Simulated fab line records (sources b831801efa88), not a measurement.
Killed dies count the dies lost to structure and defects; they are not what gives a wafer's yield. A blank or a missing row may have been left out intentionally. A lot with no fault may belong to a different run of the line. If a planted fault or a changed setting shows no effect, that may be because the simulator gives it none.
The tool behind it: which one?    flow gf180mcu    13 lots, 39 wafers sampled, at 3 steps of a route of 602

WHAT THE GAUGES READ, wafer by wafer
GF_DUAL_GATE_THK_MEAS_03.
lot   measured      on             DUAL_GATE_OXIDATION_00_THK (nm)
L124  day 7 15:43   film-metro-01  10.93 10.86 11.04
L126  day 8 01:24   film-metro-01  10.84 10.95 10.98
L127  day 8 09:41   film-metro-03  10.65 10.55 10.70
L129  day 9 00:58   film-metro-01  10.62 10.85 10.65
L130  day 9 06:09   film-metro-03  11.39 11.38 11.19
L132  day 9 21:18   film-metro-03  11.22 11.15 11.23
L133  day 10 03:13  film-metro-02  11.06 11.22 10.98
L141  day 12 09:29  film-metro-01  12.55 12.56 12.77 12.58 12.54 12.75
L142  day 12 14:34  film-metro-03  12.37 12.44 12.56 12.47 12.47 12.58
L144  day 13 05:01  film-metro-03  10.85 10.98 11.04
L145  day 13 12:31  film-metro-03  10.71 10.54 10.64
L146  day 13 20:04  film-metro-03  10.78 10.93 10.77
L147  day 14 05:56  film-metro-03  10.78 10.91 10.97

GF_V1_OVL_MEAS_15.
lot   measured      on          V1_OVL (nm)
L124  day 18 02:31  overlay-01  -8 2 -2
L126  day 18 17:13  overlay-01  -9 -9 -5
L127  day 19 06:11  overlay-02  -2 -2 2
L129  day 20 03:42  overlay-01  -3 -1 -3
L130  day 20 13:31  overlay-02  2 4 3
L132  day 21 06:22  overlay-02  2 1 5
L133  day 21 13:16  overlay-01  10 13 5
L141  day 24 06:04  overlay-02  4 9 8
L142  day 24 17:52  overlay-02  12 8 17
L144  day 25 03:10  overlay-01  -1 4 0
L145  day 25 11:58  overlay-01  8 13 8
L146  day 25 19:06  overlay-02  -1 -1 0
L147  day 26 08:02  overlay-01  3 -5 2

WHICH TOOL RAN EACH LOT (tool, then ch and the chambers of the sampled wafers, then the start)
lot   GF_DUAL_GATE_OXIDATION_02
L124  furnace-01 ch 0, day 7 14:16
L126  furnace-02 ch 0, day 7 23:58
L127  furnace-01 ch 0, day 8 08:14
L129  furnace-01 ch 0, day 8 23:30
L130  furnace-02 ch 0, day 9 04:42
L132  furnace-02 ch 0, day 9 19:52
L133  furnace-02 ch 0, day 10 01:46
L141  furnace-02 ch 0, day 12 08:03
L142  furnace-02 ch 0, day 12 13:06
L144  furnace-01 ch 0, day 13 03:34
L145  furnace-01 ch 0, day 13 11:03
L146  furnace-01 ch 0, day 13 18:37
L147  furnace-01 ch 0, day 14 04:29
- GF_DUAL_GATE_OXIDATION_02: stabilise 600 s, purge 300 s, target thk 10.887 nm.

WHAT THE TOOLS THEMSELVES READ (means of the sampled wafers that have a number; where no wafer has one, the mark that the record gives instead)
The record holds no such reading with a usual standard deviation.

THE ANSWER, worked out from the rows above alone
Rule: usual is defined by the lots themselves. Put in order of their means at a reading, lots are off if they are a third of the lots or fewer, leave a main group of 4 or more, and stand apart from it by a gap of 3 or more times the standard deviation of the main group's means; of several such gaps the widest counts. The tables above print the reading to a certain number of digits; a main group whose means all agree to those digits is not used. Also off: a lot with no number at a reading for which 4 or more lots have one. Any other lot the step has rows for is counted as sound. The gauges are gone through in route order, then the tools' own readings, and for those a lot's mean is taken as printed above. At the first step where some lot is off, the reading lying furthest off is the one used; lots without a number count as furthest.
Off: L141, L142, seen at GF_DUAL_GATE_THK_MEAS_03 (DUAL_GATE_OXIDATION_00_THK). The main group has a mean of 10.92 nm with a standard deviation of 0.21.
A tool fits if, at a process step before that reading, it ran every lot that is off, and no sound lot after the first of them. Those tools and the gauges at GF_DUAL_GATE_THK_MEAS_03 are tried in the same way. One candidate fits, namely furnace-02 at GF_DUAL_GATE_OXIDATION_02. Its last sound lot is L133 (day 10 01:46), its first lot that is off L141 (day 12 08:03): a fault that began between those two fits.

WHAT THE SIMULATOR PUT IN
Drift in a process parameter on furnace-02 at GF_DUAL_GATE_OXIDATION_02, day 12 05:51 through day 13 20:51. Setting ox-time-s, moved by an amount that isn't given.
Lots struck among those shown: L141, L142. The rule above reached the same finding.
